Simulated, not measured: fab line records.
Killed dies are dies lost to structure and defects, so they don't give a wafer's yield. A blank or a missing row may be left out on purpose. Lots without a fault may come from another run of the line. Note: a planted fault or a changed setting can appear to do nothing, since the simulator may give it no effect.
Chamber matching / flow sfq_line / SFQ_TRILAYER_I1_CMP_CMP_046 on cmp-02 has 4 sister chambers
The step polishes SiO2. 8 wafers are shown with their chamber, then 6 later ones without.

## WAFERS, EACH WITH ITS CHAMBER
wafer=L613.3; chamber=2; motor_current_A (A)=9.9; time_to_endpoint_s (s)=198
wafer=L613.6; chamber=1; motor_current_A (A)=10.8; time_to_endpoint_s (s)=210
wafer=L616.4; chamber=0; motor_current_A (A)=9.8; time_to_endpoint_s (s)=211
wafer=L623.4; chamber=2; motor_current_A (A)=9.7; time_to_endpoint_s (s)=211
wafer=L623.5; chamber=3; motor_current_A (A)=10.5; time_to_endpoint_s (s)=218
wafer=L626.1; chamber=1; motor_current_A (A)=10.4; time_to_endpoint_s (s)=212
wafer=L626.5; chamber=0; motor_current_A (A)=10.6; time_to_endpoint_s (s)=215
wafer=L626.6; chamber=3; motor_current_A (A)=11.1; time_to_endpoint_s (s)=220

## WAFERS WITHOUT THEIR CHAMBER
wafer=L627.1; motor_current_A (A)=10.2; time_to_endpoint_s (s)=213
wafer=L627.4; motor_current_A (A)=10.0; time_to_endpoint_s (s)=223
wafer=L627.6; motor_current_A (A)=10.2; time_to_endpoint_s (s)=216
wafer=L629.2; motor_current_A (A)=10.0; time_to_endpoint_s (s)=221
wafer=L629.4; motor_current_A (A)=10.3; time_to_endpoint_s (s)=220
wafer=L629.5; motor_current_A (A)=11.0; time_to_endpoint_s (s)=223

## CHAMBER TAKEN BY EACH
wafer=L627.1; from the rows above=can't be placed: 0 or 1 or 3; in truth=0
wafer=L627.4; from the rows above=can't be placed: 0 or 3 or 1 or 2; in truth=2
wafer=L627.6; from the rows above=can't be placed: 0 or 1 or 3 or 2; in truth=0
wafer=L629.2; from the rows above=can't be placed: 0 or 3 or 1 or 2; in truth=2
wafer=L629.4; from the rows above=can't be placed: 3 or 0 or 1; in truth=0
wafer=L629.5; from the rows above=can't be placed: 3 or 1 or 0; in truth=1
Correct placement for 0 of the 6. Not placeable from these rows: 6 (in 6, the candidates include the true chamber). Placed wrongly: 0.
How it was worked out, from the rows above alone: a wafer's distance from a chamber is the root of the sum, over the readings, of the square of ((its reading less the chamber's mean) divided by the reading's scatter). If the next closest chamber is less than 2 further off than the closest, the wafer can't be placed; otherwise it belongs to the closest. The mean given for a chamber averages the wafers shown for that chamber. The scatter is the square root of a quotient: the sum, over the shown wafers, of each reading's squared deviation from its chamber's mean, divided by wafers minus chambers.
